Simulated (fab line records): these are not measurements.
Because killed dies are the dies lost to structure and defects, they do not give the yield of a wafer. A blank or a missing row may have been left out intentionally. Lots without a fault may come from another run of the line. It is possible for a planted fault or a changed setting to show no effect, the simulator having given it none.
Matching of chambers | flow gf180mcu | GF_STI_CMP_25 on cmp-01 has 4 sister chambers
The step polishes, stops on Si3N4, t overpolish 33 s, target thk 524.6 nm. 14 wafers are shown with their chamber, then 7 later ones without.

== EACH WAFER AND ITS CHAMBER ==
wafer  | chamber | motor_current_A (A) | time_to_endpoint_s (s) | overpolish_run_s (s)
L648.1 | 2       | 9.4                 | 131                    | 32.992
L648.4 | 3       | 11.6                | 122                    | 32.992
L648.5 | 1       | 11.8                | 125                    | 32.996
L649.2 | 1       | 12.1                | 123                    | 33.017
L649.4 | 2       | 9.3                 | 125                    | 32.989
L649.5 | 2       | 9.6                 | 129                    | 33.014
L651.1 | 0       | 10.5                | 127                    | 33.005
L651.4 | 2       | 9.4                 | 131                    | 33.013
L651.6 | 2       | 10.0                | 131                    | 33.000
L654.1 | 2       | 9.5                 | 123                    | 33.022
L654.3 | 3       | 11.2                | 117                    | 33.009
L654.6 | 2       | 9.5                 | 123                    | 33.007
L662.3 | 1       | 11.8                | 123                    | 32.990
L662.5 | 2       | 9.4                 | 133                    | 32.999

SIGNATURES (averages over the wafers above)
reading            | chamber 0 | chamber 1 | chamber 2 | chamber 3 | scatter within a chamber
motor_current_A    | 10.500    | 11.900    | 9.512     | 11.400    | 0.217
time_to_endpoint_s | 127.00    | 123.67    | 128.25    | 119.50    | 3.56
overpolish_run_s   | 33.00500  | 33.00100  | 33.00450  | 33.00050  | 0.0121
Rule: a wafer's distance from a chamber is the root of the sum, over the readings, of the square of ((its reading less the chamber's mean) divided by the reading's scatter). If the next closest chamber is less than 2 further off than the closest, the wafer can't be placed; otherwise it belongs to the closest. The scatter: the root of (the sum of the squares of (reading less its chamber's mean) over the shown wafers, divided by (wafers less chambers)).

== WAFERS MISSING THEIR CHAMBER ==
wafer  | motor_current_A (A) | time_to_endpoint_s (s) | overpolish_run_s (s)
L662.6 | 11.7                | 117                    | 33.011
L663.2 | 12.5                | 119                    | 32.986
L663.3 | 10.8                | 131                    | 32.997
L663.5 | 11.9                | 120                    | 32.990
L666.3 | 11.6                | 122                    | 33.006
L666.5 | 11.2                | 127                    | 32.993
L666.6 | 11.9                | 122                    | 32.994

== WHICH CHAMBER EACH WENT THROUGH ==
wafer  | from the rows above          | in truth
L662.6 | can't be placed: 3 or 1      | 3
L663.2 | can't be placed: 1 or 3      | 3
L663.3 | 0                            | 0
L663.5 | can't be placed: 1 or 3      | 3
L666.3 | can't be placed: 3 or 1      | 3
L666.5 | can't be placed: 3 or 0 or 1 | 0
L666.6 | can't be placed: 1 or 3      | 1
Correct placement for 1 of the 7. Cannot be placed on the basis of these rows: 6; the candidates contain the true chamber in 6. Wrongly placed: 0.
